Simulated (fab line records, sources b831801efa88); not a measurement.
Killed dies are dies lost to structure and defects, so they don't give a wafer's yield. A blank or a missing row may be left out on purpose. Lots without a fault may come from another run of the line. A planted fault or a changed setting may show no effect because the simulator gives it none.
fab line records | flow sky130 | part 2 of 2: steps 29 to 38 of 38
record lots=5 wafers=15 last_day=50
route steps=708 shown VIA3@596 METAL4@598 CAP2M@603
lots that met no fault: from a run of the same line without faults
start_h: hours from the record's first day to the start of the lot's first wafer shown | wait_h: hours since the lot's step before | " the same as in the row above | L1.1+2: a row that stands for several wafers | - no value, or no start given | * or withheld: withheld | < > ~ a bound
route shown NAME@n: a module of which the file shows steps, and the number in the route of the first | usual: mean/standard deviation of fault-free wafers | same: alike in all rows | chamber/n: place in a boat | sites: the reading at each site | _std_site: their standard deviation | _edge_site: outer sites' mean less inner sites' | radius_mm: how far each site lies from the wafer's centre | mask NAME#n: copy n | behind: the tool/chamber that last shaped the wafer | hold: why the lot was held/for how many hours/how that ended | device: the transistor (n, p or np) that didn't switch | end of line: the same wafers' tests at the end of the route | a step without rows: its recipe alone | killed: dies lost to structure and defects at the first sort, not the wafer's yield | map: a wafer's dies, x killed, . not, _ none there
set.NAME: the setting as run; set.NAME@STEP: as run at that earlier step | model.NAME: the simulator's own value behind a step, which no gauge read
lots at some steps of the route; a table a step, a row a wafer
services: from which hour (start_h, from the record's first day; less than 0 if before it) a tool's chamber was out of use, for how many hours, and why
## steps
# step SKY_METAL4_COAT_08
# recipe resist=KrF-thick spin_rpm=3000 resist_thk_nm=1140
# usual dispense_pressure_kPa=48/3.1
# columns lot.wafer tool chamber start_h wait_h dispense_pressure_kPa
L082.1 litho_track-01 0 - - 48
L082.4 " 0 " " 48
L082.5 " 0 " " 48
L083.1 litho_track-03 0 - - 51
L083.2 " 0 " " 52
L083.6 " 0 " " 52
L085.1 litho_track-01 0 - - 48
L085.3 " 0 " " 48
L085.4 " 0 " " 48
L088.2 litho_track-03 0 - - 52
L088.3 " 0 " " 52
L088.5 " 0 " " 52
L093.2 litho_track-01 0 - - 48
L093.4 " 0 " " 48
L093.5 " 0 " " 48
# step SKY_METAL4_SOFTBAKE_09
# recipe temp_c=100 time_s=90 resist=KrF-thick
# usual plate_temp_C=99.99/0.13
# columns lot.wafer tool chamber start_h wait_h plate_temp_C
L082.1 litho_track-01 0 - - 99.74
L082.4 " 0 " " 99.84
L082.5 " 0 " " 100.09
L083.1 litho_track-03 0 - - 99.90
L083.2 " 0 " " 99.78
L083.6 " 0 " " 99.86
L085.1 litho_track-01 0 - - 99.88
L085.3 " 0 " " 99.75
L085.4 " 0 " " 100.09
L088.2 litho_track-03 0 - - 100.32
L088.3 " 0 " " 100.14
L088.5 " 0 " " 100.16
L093.2 litho_track-01 0 - - 100.37
L093.4 " 0 " " 99.96
L093.5 " 0 " " 100.13
# step SKY_METAL4_EXPOSE_10
# recipe mask_id=MM4 na=0.68 source_shape=annular sigma_inner=0.4 sigma_outer=0.8 target_cd_nm=300 dose_mj=28
# columns lot.wafer tool chamber start_h wait_h mask
L082.1+4+5 krf_scanner-01 0 - - MM4#0
L083.1+2+6 krf_scanner-02 0 - - MM4#0
L085.1+3+4 krf_scanner-01 0 - - MM4#0
L088.2+3+5 krf_scanner-01 0 - - MM4#0
L093.2+4+5 krf_scanner-02 0 - - MM4#0
# step SKY_METAL4_PEB_11
# recipe peb_temp_c=withheld peb_time_s=withheld resist=KrF-thick
# columns lot.wafer tool chamber start_h wait_h
L082.1+4+5 litho_track-03 0 - -
L083.1+2+6 litho_track-04 0 - -
L085.1+3+4 litho_track-04 0 - -
L088.2+3+5 litho_track-04 0 - -
L093.2+4+5 litho_track-03 0 - -
# step SKY_METAL4_DEVELOP_12
# recipe develop_time_s=60 resist=KrF-thick dev_temp_c=21
# columns lot.wafer tool chamber start_h wait_h
L082.1+4+5 litho_track-03 0 - -
L083.1+2+6 litho_track-04 0 - -
L085.1+3+4 litho_track-04 0 - -
L088.2+3+5 litho_track-04 0 - -
L093.2+4+5 litho_track-03 0 - -
# step SKY_METAL4_CD_MEAS_13
# recipe target_cd_nm=300
# usual cd_nm=300.4/1.5
# columns lot.wafer tool chamber start_h wait_h cd_nm
L082.1 cd_sem-01 - 1044.33 - 300.2
L082.4 " - " " 302.2
L082.5 " - " " 301.8
L083.1 cd_sem-01 - 1052.00 - 299.5
L083.2 " - " " 300.3
L083.6 " - " " 298.1
L085.1 cd_sem-01 - 1061.45 - 300.1
L085.3 " - " " 300.5
L085.4 " - " " 300.7
L088.2 cd_sem-02 - 1078.07 - 299.2
L088.3 " - " " 299.9
L088.5 " - " " 300.6
L093.2 cd_sem-02 - 1107.89 - 299.2
L093.4 " - " " 300.0
L093.5 " - " " 300.3
# step SKY_METAL4_OVL_MEAS_14
# usual METAL4_OVL=-1/4.9
# columns lot.wafer tool chamber start_h wait_h METAL4_OVL[nm]
L082.1 overlay-02 - 1044.45 0.1 -7
L082.4 " - " " -2
L082.5 " - " " -5
L083.1 overlay-01 - 1052.12 0.1 -2
L083.2 " - " " -3
L083.6 " - " " -1
L085.1 overlay-02 - 1061.57 0.1 -3
L085.3 " - " " -6
L085.4 " - " " 4
L088.2 overlay-01 - 1078.18 0.1 -5
L088.3 " - " " -3
L088.5 " - " " -10
L093.2 overlay-01 - 1108.00 0.1 -4
L093.4 " - " " 0
L093.5 " - " " 2
# step SKY_METAL4_DESCUM_15
# recipe chemistry=O2 source_power_w=150 bias_power_w=0 pressure_mtorr=10 temp_c=40 time_s=8
# usual drypump_motor_current_A=5.6/0.56 oes_product_au=1.003/0.0082
# columns lot.wafer tool chamber start_h wait_h drypump_motor_current_A oes_product_au rf_hours_counter_h
L082.1 rie_metal-04 0 1044.49 0.0 6.3 1.007 19
L082.4 " 1 " " 5.1 1.004 -
L082.5 " 0 " " 6.2 1.008 -
L083.1 rie_metal-01 1 1052.16 0.0 5.4 1.007 12
L083.2 " 0 " " 5.2 0.989 18
L083.6 " 0 " " 5.2 1.003 -
L085.1 rie_metal-04 1 1061.61 0.0 5.1 1.014 16
L085.3 " 0 " " 6.3 1.004 -
L085.4 " 1 " " 5.1 1.011 -
L088.2 rie_metal-01 0 1078.21 0.0 5.2 0.985 20
L088.3 " 0 " " 5.2 0.984 -
L088.5 " 1 " " 5.4 1.007 -
L093.2 rie_metal-01 0 1108.03 0.0 5.1 0.985 22
L093.4 " 1 " " 5.3 1.009 -
L093.5 " 0 " " 5.2 0.987 -
# step SKY_METAL4_ETCH_16
# recipe chemistry=N2/H2 target=BARC ion_energy_ev=200 bias_w=100 pressure_mtorr=30 n2_flow_sccm=100 h2_flow_sccm=200 icp_w=500 stop_on=SiO2 time_s=88.2 target_depth_a=600
# usual bias_w=100.1/0.32 drypump_motor_current_A=5.6/0.55 oes_product_au=0.626/0.0045 throttle_valve_pct=13.204/0.0083
# columns lot.wafer tool chamber start_h wait_h bias_w drypump_motor_current_A oes_product_au rf_hours_counter_h throttle_valve_pct
L082.1 rie_metal-04 0 1044.52 0.0 99.6 6.3 0.639 19 13.203
L082.4 " 1 " " 100.2 5.1 0.628 - 13.218
L082.5 " 0 " " 100.2 6.3 0.627 - 13.206
L083.1 rie_metal-01 1 1052.19 0.0 99.4 5.4 0.629 12 13.214
L083.2 " 0 " " 100.0 5.2 0.626 18 13.198
L083.6 " 0 " " 99.9 5.2 0.619 - 13.201
L085.1 rie_metal-04 1 1061.64 0.0 99.9 5.1 0.627 16 13.194
L085.3 " 0 " " 100.3 6.3 0.624 - 13.208
L085.4 " 1 " " 100.1 5.1 0.630 - 13.202
L088.2 rie_metal-01 0 1078.24 0.0 99.9 5.2 0.635 20 13.195
L088.3 " 0 " " 99.7 5.2 0.627 - 13.193
L088.5 " 1 " " 100.2 5.4 0.623 - 13.214
L093.2 rie_metal-01 0 1108.06 0.0 100.3 5.2 0.627 22 13.204
L093.4 " 1 " " 100.4 5.4 0.622 - 13.204
L093.5 " 0 " " 100.1 5.2 0.630 - 13.202
# step SKY_METAL4_ETCH_17
# recipe target=SiO2 stop_on=TiN chemistry=C4F8/O2/Ar source_w=1500 bias_w=1200 pressure_mtorr=40 c4f8_flow_sccm=withheld O2_flow_sccm=6 Ar_flow_sccm=300 time_s=3.9 target_depth_a=150
# usual bias_w=1200/3.7 oes_product_au=0.752/0.0075
# columns lot.wafer tool chamber start_h wait_h bias_w oes_product_au
L082.1 rie_diel-04 3 1044.62 0.1 1193 0.754
L082.4 " 0 " " 1206 0.747
L082.5 " 3 " " 1198 0.755
L083.1 rie_diel-01 1 1052.29 0.1 1204 0.744
L083.2 " 0 " " 1196 0.760
L083.6 " 2 " " 1201 0.756
L085.1 rie_diel-04 3 1061.74 0.1 1204 0.752
L085.3 " 1 " " 1205 0.748
L085.4 " 1 " " 1201 0.766
L088.2 rie_diel-02 0 1078.34 0.1 1206 0.749
L088.3 " 3 " " 1202 0.740
L088.5 " 1 " " 1194 0.750
L093.2 rie_diel-02 2 1108.16 0.1 1200 0.756
L093.4 " 0 " " 1197 0.772
L093.5 " 3 " " 1198 0.755
## services
# columns tool chamber start_h hours kind
rie_diel-04 - 974.63 4.3 pm
pvd_sputter-04 - 985.09 1.1 repair
pvd_sputter-04 - 989.58 3.3 repair
rie_diel-02 3 993.78 1.5 repair
pvd_sputter-01 - 994.09 2.0 repair
rie_diel-02 0 994.21 11.4 repair
krf_scanner-01 - 996.45 0.8 pm
cmp-02 - 997.62 0.3 repair
iline_stepper-02 - 1000.77 5.8 repair
krf_scanner-01 - 1005.78 0.4 repair
iline_stepper-01 - 1006.61 1.7 pm
plasma_asher-02 - 1017.90 2.8 pm
rie_diel-04 2 1022.74 51.9 repair
plasma_asher-02 - 1025.00 0.8 repair
krf_scanner-01 - 1034.26 1.3 pm
iline_stepper-02 - 1036.97 4.4 pm
cmp-02 - 1039.99 4.5 pm
rie_diel-04 1 1044.41 1.7 repair
rie_diel-02 0 1044.57 1.6 repair
krf_scanner-02 - 1047.22 0.8 pm
rie_diel-02 1 1051.59 2.6 repair
krf_scanner-01 - 1082.32 1.0 pm
pvd_sputter-03 - 1083.74 4.6 repair
cmp-02 - 1091.49 2.3 repair
